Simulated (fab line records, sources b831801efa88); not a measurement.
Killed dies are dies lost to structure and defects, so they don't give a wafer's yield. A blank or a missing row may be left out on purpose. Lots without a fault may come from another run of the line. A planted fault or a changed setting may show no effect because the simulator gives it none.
One fault seen from 2 desks | flow gf180mcu | each desk has only its own numbers; what lay behind them comes last

THE TOOL OWNER'S DESK: implanter-04
The tool's own readings at GF_LVPWELL_IMPLANT_08: means of the sampled wafers that have a number, for each lot that ran on this tool. A lot is out of limits, marked OUT, if its mean lies more than 4 standard deviations from the usual mean; the brackets give that distance.
Columns: A = dose_ions_cm2 at GF_LVPWELL_IMPLANT_08, usual 1.4999e+13; B = faraday_current_uA at GF_LVPWELL_IMPLANT_08, usual 84.3
lot  | first seen here | A                            | B
L759 | day 3 22:35     | 1.4993e+13                   | 85.4
L760 | day 4 03:18     | 1.5011e+13                   | 84.5
L767 | day 5 16:29     | 1.4988e+13                   | 84.4
L769 | day 6 06:35     | 1.4994e+13                   | 84.9
L776 | day 7 20:16     | 1.1630e+13 (-99 or more) OUT | 64.8 (-11) OUT
L778 | day 8 11:08     | 1.1623e+13 (-99 or more) OUT | 65.9 (-10) OUT
This desk's finding: out of limits on L776, L778; first on L776, day 7 20:16 (dose_ions_cm2 at GF_LVPWELL_IMPLANT_08). In limits: L759, L760, L767, L769.

THE METROLOGY DESK
What the gauges read, lot by lot, whatever tool the lot ran on: means of the sampled wafers that have a number. A lot is out of limits, marked OUT, if its mean lies more than 4 standard deviations from the usual mean; the brackets give that distance.
Columns: A = NWELL_OVL at GF_NWELL_OVL_MEAS_07, usual -0.6 nm; B = LVPWELL_TW at GF_LVPWELL_TW_MEAS_11, usual 554; C = VT_IMPLANT_2_TW at GF_VT_IMPLANT_TW_MEAS_21, usual 1206; D = LVPWELL_RS at GF_VT_IMPLANT_RS_MEAS_48, usual 1198 ohm/sq
lot  | first seen here | A    | B              | C    | D
L759 | day 3 08:52     | 0.7  | 560            | 1217 | 1194
L760 | day 3 13:53     | 0.3  | 556            | 1228 | 1199
L762 | day 4 00:57     | -0.6 | 557            | 1184 | 1198
L763 | day 4 04:41     | 0.9  | 563            | 1185 | 1195
L766 | day 4 21:23     | 0.2  | 547            | 1189 | 1200
L767 | day 5 02:02     | 0.3  | 561            | 1223 | 1197
L769 | day 5 15:44     | -1.2 | 552            | 1220 | 1200
L770 | day 5 18:21     | 0.6  | 544            | 1188 | 1198
L775 | day 6 22:53     | 0.5  | 553            | 1214 | 1203
L776 | day 7 04:26     | -3.3 | 527 (-4.3) OUT | 1216 | 1358 (+44) OUT
L778 | day 7 18:18     | -2.8 | 514 (-6.3) OUT | 1194 | 1363 (+46) OUT
L782 | day 8 15:01     | -0.3 | 560            | 1197 | 1197
This desk's finding: out of limits on L776, L778; first on L776, day 7 20:38 (LVPWELL_TW at GF_LVPWELL_TW_MEAS_11). In limits: L759, L760, L762, L763, L766, L767, L769, L770, L775, L782.

PUT TOGETHER
The tool owner's desk could have raised an alarm at day 7 20:16, on L776, L778.
The metrology desk could have raised an alarm at day 7 20:38, on L776, L778.
Of the lots named, all ran GF_LVPWELL_IMPLANT_08 on implanter-04.

WHAT THE SIMULATOR HAD PUT IN
Process parameter drift: implanter-04, from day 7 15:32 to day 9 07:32, at GF_LVPWELL_IMPLANT_08. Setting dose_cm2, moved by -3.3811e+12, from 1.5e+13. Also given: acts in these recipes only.
Lots struck among those shown: L776, L778.
Hours from the fault's start to each desk's first reading out of limits: the tool owner's desk, 5; the metrology desk, 5.
